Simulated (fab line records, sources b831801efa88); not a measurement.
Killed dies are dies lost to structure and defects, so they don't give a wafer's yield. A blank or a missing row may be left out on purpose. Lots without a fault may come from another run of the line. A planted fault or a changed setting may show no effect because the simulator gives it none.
fab line records | flow sky130
record lots=11 wafers=33 last_day=50
route steps=708 shown DNWELL@44 NWELL@68 LI_CONTACT@362
lots that met no fault: from a run of the same line without faults
start_h: hours from the record's first day to the start of the lot's first wafer shown | wait_h: hours since the lot's step before | " the same as in the row above | L1.1+2: a row that stands for several wafers | - no value, or no start given | * or withheld: withheld | < > ~ a bound
route shown NAME@n: a module of which the file shows steps, and the number in the route of the first | usual: mean/standard deviation of fault-free wafers | same: alike in all rows | chamber/n: place in a boat | sites: the reading at each site | _std_site: their standard deviation | _edge_site: outer sites' mean less inner sites' | radius_mm: how far each site lies from the wafer's centre | mask NAME#n: copy n | behind: the tool/chamber that last shaped the wafer | hold: why the lot was held/for how many hours/how that ended | device: the transistor (n, p or np) that didn't switch | end of line: the same wafers' tests at the end of the route | a step without rows: its recipe alone | killed: dies lost to structure and defects at the first sort, not the wafer's yield | map: a wafer's dies, x killed, . not, _ none there
set.NAME: the setting as run; set.NAME@STEP: as run at that earlier step | model.NAME: the simulator's own value behind a step, which no gauge read
steps of the route over a sample of lots; a table a step, a row a wafer
services: from which hour (start_h, from the record's first day; less than 0 if before it) a tool's chamber was out of use, for how many hours, and why
## steps
# step SKY_DNWELL_TW_MEAS_09
# usual DNWELL_TW=1109/7.8
# columns lot.wafer tool chamber start_h wait_h DNWELL_TW
L903.1 film_metro-04 - 52.59 0.1 1108
L903.2 " - " " 1117
L903.4 " - " " 1118
L906.1 film_metro-02 - 67.56 0.1 1110
L906.3 " - " " 1116
L906.6 " - " " 1110
L907.1 film_metro-02 - 81.52 0.1 1107
L907.4 " - " " 1104
L907.5 " - " " 1101
L908.1 film_metro-01 - 99.24 0.1 1103
L908.4 " - " " 1103
L908.6 " - " " 1099
L909.3 film_metro-02 - 99.39 0.1 1116
L909.4 " - " " 1122
L909.5 " - " " 1114
L910.1 film_metro-04 - 99.59 0.1 1104
L910.4 " - " " 1106
L910.5 " - " " 1107
L911.2 film_metro-04 - 116.87 0.1 1104
L911.4 " - " " 1098
L911.5 " - " " 1100
L912.1 film_metro-01 - 117.21 0.1 1102
L912.2 " - " " 1099
L912.4 " - " " 1103
L913.2 film_metro-02 - 117.49 0.1 1114
L913.5 " - " " 1121
L913.6 " - " " 1117
L924.2 film_metro-04 - 170.58 0.1 1105
L924.3 " - " " 1106
L924.5 " - " " 1101
L926.1 film_metro-04 - 179.01 0.1 1098
L926.4 " - " " 1099
L926.5 " - " " 1099
# step SKY_NWELL_TW_MEAS_15
# usual NWELL_TW=1815/11
# columns lot.wafer tool chamber start_h wait_h NWELL_TW
L903.1 film_metro-04 - 84.27 0.1 1804
L903.2 " - " " 1812
L903.4 " - " " 1818
L906.1 film_metro-04 - 100.06 0.1 1808
L906.3 " - " " 1802
L906.6 " - " " 1800
L907.1 film_metro-04 - 114.53 0.1 1814
L907.4 " - " " 1818
L907.5 " - " " 1813
L908.1 film_metro-01 - 134.46 0.1 1803
L908.4 " - " " 1801
L908.6 " - " " 1804
L909.3 film_metro-02 - 134.65 0.1 1808
L909.4 " - " " 1825
L909.5 " - " " 1820
L910.1 film_metro-02 - 135.17 0.1 1811
L910.4 " - " " 1818
L910.5 " - " " 1826
L911.2 film_metro-02 - 154.77 0.1 1816
L911.4 " - " " 1810
L911.5 " - " " 1822
L912.1 film_metro-02 - 155.06 0.1 1820
L912.2 " - " " 1821
L912.4 " - " " 1812
L913.2 film_metro-01 - 155.13 0.1 1792
L913.5 " - " " 1793
L913.6 " - " " 1801
L924.2 film_metro-02 - 214.62 0.1 1832
L924.3 " - " " 1821
L924.5 " - " " 1831
L926.1 film_metro-04 - 223.62 0.1 1824
L926.4 " - " " 1825
L926.5 " - " " 1808
# step SKY_LI_CONTACT_HDPCVD_00
# recipe material=PSG target_thk_nm=930 sigma_open_frac=0.3 time_s=155 temp_c=600 sih4_flow_sccm=60 pressure_mtorr=6
# usual run_length_s=182.6/0.56
# columns lot.wafer tool chamber start_h wait_h run_length_s
L903.1 hdpcvd-01 0 659.03 0.0 182.2
L903.2 " 2 " " 181.6
L903.4 " 2 " " 181.7
L906.1 hdpcvd-02 0 669.18 0.0 182.8
L906.3 " 1 " " 183.0
L906.6 " 2 " " 183.5
L907.1 hdpcvd-02 0 678.05 0.0 183.1
L907.4 " 0 " " 182.5
L907.5 " 1 " " 183.1
L908.1 hdpcvd-02 2 718.31 0.0 183.6
L908.4 " 2 " " 183.3
L908.6 " 1 " " 182.4
L910.1 hdpcvd-01 1 721.00 0.0 182.2
L910.4 " 0 " " 182.0
L910.5 " 2 " " 181.8
L909.3 hdpcvd-01 1 722.74 0.0 182.5
L909.4 " 1 " " 182.2
L909.5 " 0 " " 182.1
L913.2 hdpcvd-02 2 752.17 0.0 183.3
L913.5 " 2 " " 183.3
L913.6 " 1 " " 182.6
L912.1 hdpcvd-02 2 754.20 0.0 183.5
L912.2 " 1 " " 183.0
L912.4 " 0 " " 183.1
L911.2 hdpcvd-02 2 756.80 0.0 183.6
L911.4 " 1 " " 182.3
L911.5 " 2 " " 183.2
L924.2 hdpcvd-02 1 821.35 0.0 182.3
L924.3 " 0 " " 204.5
L924.5 " 0 " " 204.8
L926.1 hdpcvd-02 1 830.07 0.0 182.4
L926.4 " 0 " " 204.7
L926.5 " 1 " " 183.0
# step SKY_LI_CONTACT_THK_MEAS_01
# recipe reads=PSG_of_LI_CONTACT_HDPCVD_00
# usual LI_CONTACT_HDPCVD_THK=929/8.8
# columns lot.wafer tool chamber start_h wait_h LI_CONTACT_HDPCVD_THK[nm]
L903.1 film_metro-01 - 659.13 0.1 920
L903.2 " - " " 928
L903.4 " - " " 928
L906.1 film_metro-02 - 669.28 0.1 915
L906.3 " - " " 922
L906.6 " - " " 937
L907.1 film_metro-03 - 678.15 0.1 933
L907.4 " - " " 935
L907.5 " - " " 934
L908.1 film_metro-03 - 718.41 0.1 936
L908.4 " - " " 929
L908.6 " - " " 923
L910.1 film_metro-03 - 721.10 0.1 935
L910.4 " - " " 929
L910.5 " - " " 939
L909.3 film_metro-03 - 722.86 0.1 937
L909.4 " - " " 929
L909.5 " - " " 923
L913.2 film_metro-02 - 752.29 0.1 928
L913.5 " - " " 933
L913.6 " - " " 921
L912.1 film_metro-03 - 754.30 0.1 932
L912.2 " - " " 934
L912.4 " - " " 933
L911.2 film_metro-03 - 756.91 0.1 935
L911.4 " - " " 925
L911.5 " - " " 932
L924.2 film_metro-01 - 821.46 0.1 934
L924.3 " - " " 1065
L924.5 " - " " 1061
L926.1 film_metro-01 - 830.18 0.1 944
L926.4 " - " " 1064
L926.5 " - " " 939
# step SKY_LI_CONTACT_CMP_02
# recipe material=PSG down_force_psi=4 platen_rpm=60 pad_velocity_m_s=0.94248
# usual head_pressure_psi=4.000/0.0079 motor_current_A=12.2/0.96 retaining_ring_pressure_frac=1.000/0.0049 slurry_filter_dp_kPa=13.50/0.14 time_to_endpoint_s=31.6/2.7
# columns lot.wafer tool chamber start_h wait_h head_pressure_psi motor_current_A retaining_ring_pressure_frac slurry_filter_dp_kPa time_to_endpoint_s
L903.4 cmp-02 2 659.19 0.0 4.007 13.5 1.002 13.54 28.4
L903.1 " 3 " " 4.004 12.0 1.008 13.76 30.9
L903.2 " 1 " " 3.993 10.1 1.004 13.62 31.4
L906.1 cmp-01 2 669.44 0.1 4.006 12.7 1.002 13.72 30.7
L906.3 " 3 " " 3.992 12.1 1.007 13.42 30.5
L906.6 " 1 " " 3.998 11.6 1.005 13.64 31.2
L907.1 cmp-02 0 678.21 0.1 4.008 13.6 1.003 13.65 35.0
L907.4 " 1 " " 4.001 9.7 1.000 13.54 35.4
L907.5 " 0 " " 4.020 13.4 1.002 13.36 38.3
L908.1 cmp-01 2 718.47 0.1 3.998 11.9 0.994 13.49 30.3
L908.4 " 1 " " 3.994 12.1 0.999 13.56 26.7
L908.6 " 3 " " 3.997 11.9 1.000 13.54 28.2
L910.1 cmp-02 3 721.16 0.1 4.009 12.2 0.997 13.47 31.6
L910.4 " 2 " " 3.995 13.8 1.013 13.40 28.1
L910.5 " 0 " " 4.010 13.4 0.996 13.38 34.9
L909.3 cmp-02 3 722.90 0.0 3.997 12.4 0.997 13.68 34.6
L909.4 " 2 " " 3.983 13.4 0.996 13.60 32.9
L909.5 " 3 " " 3.994 12.9 0.994 13.56 32.1
L913.2 cmp-02 2 752.49 0.2 4.015 13.5 0.993 13.64 33.3
L913.6 " 0 " " 4.020 13.7 1.004 13.52 35.8
L913.5 " 1 " " 3.996 9.1 0.993 13.51 35.8
L912.1 cmp-02 1 754.36 0.1 3.998 10.0 1.003 13.44 32.6
L912.4 " 2 " " 4.000 12.9 0.999 13.58 34.0
L912.2 " 3 " " 4.001 13.0 0.997 13.31 35.5
L911.4 cmp-01 1 756.96 0.0 3.998 11.5 1.010 13.41 33.1
L911.2 " 3 " " 3.999 12.1 0.998 13.56 34.3
L911.5 " 2 " " 4.009 12.4 0.995 13.43 31.3
L924.3 cmp-01 0 821.61 0.1 4.005 11.5 1.008 13.61 47.0
L924.2 " 1 " " 3.985 11.8 0.996 13.47 27.8
L924.5 " 2 " " 3.995 12.4 1.008 13.37 42.4
L926.1 cmp-01 1 830.24 0.1 4.004 12.5 0.997 13.44 26.3
L926.4 " 0 " " 4.004 12.3 0.998 13.52 41.3
L926.5 " 1 " " 4.003 12.0 1.000 13.80 25.1
# step SKY_LI_CONTACT_ETCH_14
# recipe chemistry=N2/H2 target=BARC ion_energy_ev=200 source_w=500 bias_w=100 pressure_mtorr=30 n2_flow_sccm=100 h2_flow_sccm=200 stop_on=SiO2 time_s=45.9 target_depth_a=600
# usual chamber_pressure_mTorr=30.001/0.027 drypump_motor_current_A=5.7/0.41 oes_product_au=0.854/0.005 throttle_valve_pct=13.224/0.0085
# columns lot.wafer tool chamber start_h wait_h chamber_pressure_mTorr drypump_motor_current_A oes_product_au rf_hours_counter_h throttle_valve_pct
L903.1 rie_diel-03 1 688.19 0.0 30.023 5.1 0.861 8 13.231
L903.2 " 3 " " 29.978 5.9 0.854 4 13.214
L903.4 " 3 " " 30.001 5.8 0.852 - 13.219
L906.1 rie_diel-04 3 697.92 0.0 30.002 5.6 0.853 5 13.231
L906.3 " 0 " " 30.000 6.5 0.854 15 13.220
L906.6 " 2 " " 29.982 5.4 0.850 - 13.218
L907.1 rie_diel-04 1 706.97 0.0 29.989 5.6 0.852 3 13.219
L907.4 " 0 " " 30.031 6.5 0.860 15 13.225
L907.5 " 1 " " 29.961 5.6 0.861 - 13.229
L908.1 rie_diel-04 2 746.54 0.0 30.037 5.3 0.857 5 13.227
L908.4 " 3 " " 30.013 5.7 0.847 6 13.243
L908.6 " 3 " " 30.028 5.7 0.854 - 13.220
L910.1 rie_diel-03 2 748.42 0.0 29.995 5.7 0.850 2 13.206
L910.4 " 0 " " 30.011 5.2 0.859 5 13.219
L910.5 " 3 " " 30.000 5.8 0.851 - 13.231
L909.3 rie_diel-03 0 750.70 0.0 30.001 5.2 0.853 5 13.225
L909.4 " 2 " " 30.018 5.8 0.850 2 13.231
L909.5 " 2 " " 30.023 5.8 0.850 - 13.222
L913.2 rie_diel-01 1 780.42 0.0 29.962 6.3 0.853 3 13.225
L913.5 " 3 " " 29.948 6.2 0.856 - 13.217
L913.6 " 2 " " 30.023 5.8 0.847 - 13.228
L912.1 rie_diel-01 1 781.95 0.0 30.030 6.3 0.859 3 13.242
L912.2 " 0 " " 30.020 5.4 0.842 9 13.232
L912.4 " 3 " " 30.008 6.2 0.864 3 13.225
L911.2 rie_diel-03 0 784.34 0.0 30.002 5.2 0.847 5 13.221
L911.4 " 1 " " 29.987 5.1 0.852 11 13.228
L911.5 " 3 " " 30.011 5.9 0.859 - 13.223
L924.2 rie_diel-04 0 848.20 0.0 29.992 6.5 0.854 18 13.217
L924.3 " 2 " " 30.015 5.3 0.850 8 13.235
L924.5 " 0 " " 29.984 6.5 0.854 - 13.216
L926.1 rie_diel-03 1 857.24 0.0 30.005 5.1 0.856 13 13.212
L926.4 " 3 " " 29.996 5.8 0.853 10 13.217
L926.5 " 1 " " 30.013 5.1 0.855 - 13.226
## services
# columns tool chamber start_h hours kind
cmp-01 - 639.23 1.9 repair
cmp-02 - 639.73 0.8 repair
cmp-02 - 649.36 2.0 repair
hdpcvd-02 - 650.75 15.0 pm
hdpcvd-02 0 683.13 4.8 repair
hdpcvd-01 - 683.91 2.3 repair
cmp-01 - 687.84 0.3 repair
rie_diel-03 2 701.85 4.1 repair
hdpcvd-02 - 705.23 0.5 repair
cmp-02 - 713.23 2.3 repair
rie_diel-03 0 722.30 9.9 repair
rie_diel-04 - 734.24 5.0 repair
cmp-01 - 744.00 4.0 pm
cmp-01 - 748.00 5.9 pm
rie_diel-03 0 756.00 4.4 repair
hdpcvd-01 1 762.62 5.5 repair
rie_diel-04 0 766.75 5.5 repair
hdpcvd-01 - 790.75 2.8 pm
cmp-02 - 801.44 1.0 repair
rie_diel-04 0 808.99 5.2 repair
rie_diel-03 1 810.45 9.2 repair
rie_diel-04 0 819.92 6.6 repair
cmp-02 - 845.36 4.0 pm
rie_diel-03 3 846.95 3.4 repair
## key
first_sign step=SKY_LI_CONTACT_HDPCVD_00 reading=run_length_s direction=up sigmas=40 usual=* struck=*
effect step=SKY_LI_CONTACT_THK_MEAS_01 reading=LI_CONTACT_HDPCVD_THK direction=up sigmas=15 usual=929 struck=1063
effect step=SKY_LI_CONTACT_CMP_02 reading=time_to_endpoint_s direction=up sigmas=4.4 usual=* struck=*
met_at SKY_LI_CONTACT_HDPCVD_00
struck_lots L924,L926
struck_wafers L924.3,L924.5,L926.4
tester_left_out L924,L926
not_acting_at SKY_DNWELL_TW_MEAS_09,SKY_NWELL_TW_MEAS_15,SKY_LI_CONTACT_ETCH_14
onset_between 754.20 821.35
fault kind=process_parameter_drift tool=hdpcvd-02 chamber=0 onset_h=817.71 steps=SKY_LI_CONTACT_HDPCVD_00 channel=time_s offset=* shape=step end_h=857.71 acts_in=* stated=*
# tester_left_out: of these lots the tester's yield and bins aren't shown, on N5 and GAA mostly nor the transistor test; their killed dies are dies lost to structure and defects alone, not to doping, threshold or leakage, so they don't give the yield
